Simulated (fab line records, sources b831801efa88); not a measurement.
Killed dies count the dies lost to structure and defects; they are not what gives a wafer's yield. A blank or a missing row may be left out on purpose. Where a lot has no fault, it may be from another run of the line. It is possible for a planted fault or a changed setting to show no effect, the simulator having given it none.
Matching of chambers :: flow gf180mcu :: GF_V5_CMP_26 on cmp-01 has 4 sister chambers
The step polishes, stops on SiO2, t overpolish 15 s, target thk 0 nm. 4 wafers are shown with their chamber, then 8 later ones without.

WAFERS WITH THEIR CHAMBER
wafer: L391.4
chamber: 2
motor_current_A (A): 12.0

wafer: L406.2
chamber: 0
motor_current_A (A): 10.3

wafer: L406.5
chamber: 3
motor_current_A (A): 10.2

wafer: L410.1
chamber: 1
motor_current_A (A): 10.4

WAFERS WHOSE CHAMBER IS MISSING
wafer: L410.4
motor_current_A (A): 10.0

wafer: L410.6
motor_current_A (A): 9.8

wafer: L411.1
motor_current_A (A): 10.9

wafer: L411.2
motor_current_A (A): 10.6

wafer: L411.3
motor_current_A (A): 9.3

wafer: L412.1
motor_current_A (A): 11.6

wafer: L412.3
motor_current_A (A): 10.1

wafer: L412.4
motor_current_A (A): 10.8

WHICH CHAMBER EACH WENT THROUGH
wafer: L410.4
from the rows above: can't be placed: 3 or 0 or 1
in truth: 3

wafer: L410.6
from the rows above: can't be placed: 3 or 0 or 1
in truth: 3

wafer: L411.1
from the rows above: can't be placed: 1 or 0 or 3 or 2
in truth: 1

wafer: L411.2
from the rows above: can't be placed: 1 or 0 or 3
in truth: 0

wafer: L411.3
from the rows above: can't be placed: 3 or 0 or 1
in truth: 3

wafer: L412.1
from the rows above: can't be placed: 2 or 1 or 0
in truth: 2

wafer: L412.3
from the rows above: can't be placed: 3 or 0 or 1
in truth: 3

wafer: L412.4
from the rows above: can't be placed: 1 or 0 or 3 or 2
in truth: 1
0 of 8 placed correctly. These rows do not allow placing 8 (true chamber among the candidates in 8). Placed wrongly: 0.
How it was worked out, from the rows above alone: a wafer's distance from a chamber is the root of the sum, over the readings, of the square of ((its reading less the chamber's mean) divided by the reading's scatter). The wafer belongs to the nearest chamber; if the next one is less than 2 further off, it can't be placed. For every chamber, the mean is computed from those of its wafers that are shown. The scatter: root of mean squared gap, hidden wafer to nearest shown wafer, with one shown wafer a chamber.
